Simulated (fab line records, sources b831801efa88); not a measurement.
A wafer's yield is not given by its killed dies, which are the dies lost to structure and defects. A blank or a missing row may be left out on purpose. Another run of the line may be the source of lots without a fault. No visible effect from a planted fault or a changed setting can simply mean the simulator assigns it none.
8D (eight disciplines) problem report, filled in by code :: flow sky130 :: the parts of the form that need people (team, actions taken, sign-off) are left out

== 1. THE PROBLEM ==
At SKY_LOCAL_INTERCONNECT_ETCH_13, bias w averages 107.91 W over 6 wafers from 2 lots, while fault-free wafers read 100.02 W, standard deviation 0.3. That puts it +26 standard deviations away from the usual mean.
The step: etches BARC in N2/H2, stops on SiO2, time 45.9 s, target depth 60 nm.
First seen on wafer L466.2, day 34 03:37, on rie metal-01. The record holds 36 wafers of 12 lots with a number at this step. Rule for "out" (also "out of limits"): further than 4 standard deviations from the usual mean. Any other wafer with a number is counted as sound.

== 2. WHAT IT IS AND WHAT IT IS NOT ==
question: which readings at this step
is: bias w
is not: drypump motor current A, throttle valve pct

question: which lots
is: L466, L468
is not: L456, L458, L460, L470, L471, L473, L474, L475, L478, L479

question: which wafers of those lots
is: all that have a number
is not: -

question: read on which tools
is: rie metal-01
is not: rie metal-02, rie metal-03

question: when
is: from day 34 03:37
is not: up to then (9 sound wafers); but 21 sound wafers of L470, L471, L473, L474, L475, L478, L479 came after

== 3. SUSPECTS, AND WHAT RULES EACH OUT ==
Counting: a tool at a process step up to the reading stays a suspect if it ran every lot that is out and no sound lot after the first of them.
- rie metal-01 at SKY_LOCAL_INTERCONNECT_ETCH_13 (etches BARC in N2/H2, stops on SiO2, time 45.9 s, target depth 60 nm): ruled out as a lasting fault. Following L466 (day 34 03:37), the first lot on it that is out, the sound lots L479 were run on it.
Left after counting: nothing in the record.

== 4. THE CAUSE (what the simulator had put in) ==
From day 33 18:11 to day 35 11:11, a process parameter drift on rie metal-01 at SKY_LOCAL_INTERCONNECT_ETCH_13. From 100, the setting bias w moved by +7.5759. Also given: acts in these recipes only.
Counting ruled it out, wrongly.

== 5. SEQUENCE OF EFFECTS, ordered by route ==
Rows list readings where the struck wafers' mean (over those with a number) sits beyond 3 standard deviations from the usual. Readings are gone through only where the record gives a usual standard deviation; hours: the median, over the lots, of the time from a lot's start at the first step in this table giving one to that lot's start at this step; sigmas: the change measured in usual standard deviations.
hours: 0
step: SKY_LOCAL_INTERCONNECT_ETCH_13
reading: bias w
usual: 100.02 W
on struck wafers: 107.91
change: +7.89
sigmas: +26
The process steps in it:
- SKY_LOCAL_INTERCONNECT_ETCH_13: etches BARC in N2/H2, stops on SiO2, time 45.9 s, target depth 60 nm.
Later steps that measure or inspect, where all struck wafers having a row at the step show a number for every such reading and not one has moved that far: SKY_CONTACT_BOW_MEAS_05.

== 6. WHAT WOULD HAVE CAUGHT IT SOONER ==
In this record no reading fell out of limits until day 34 03:37, 9 hours after the fault had begun at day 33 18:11.
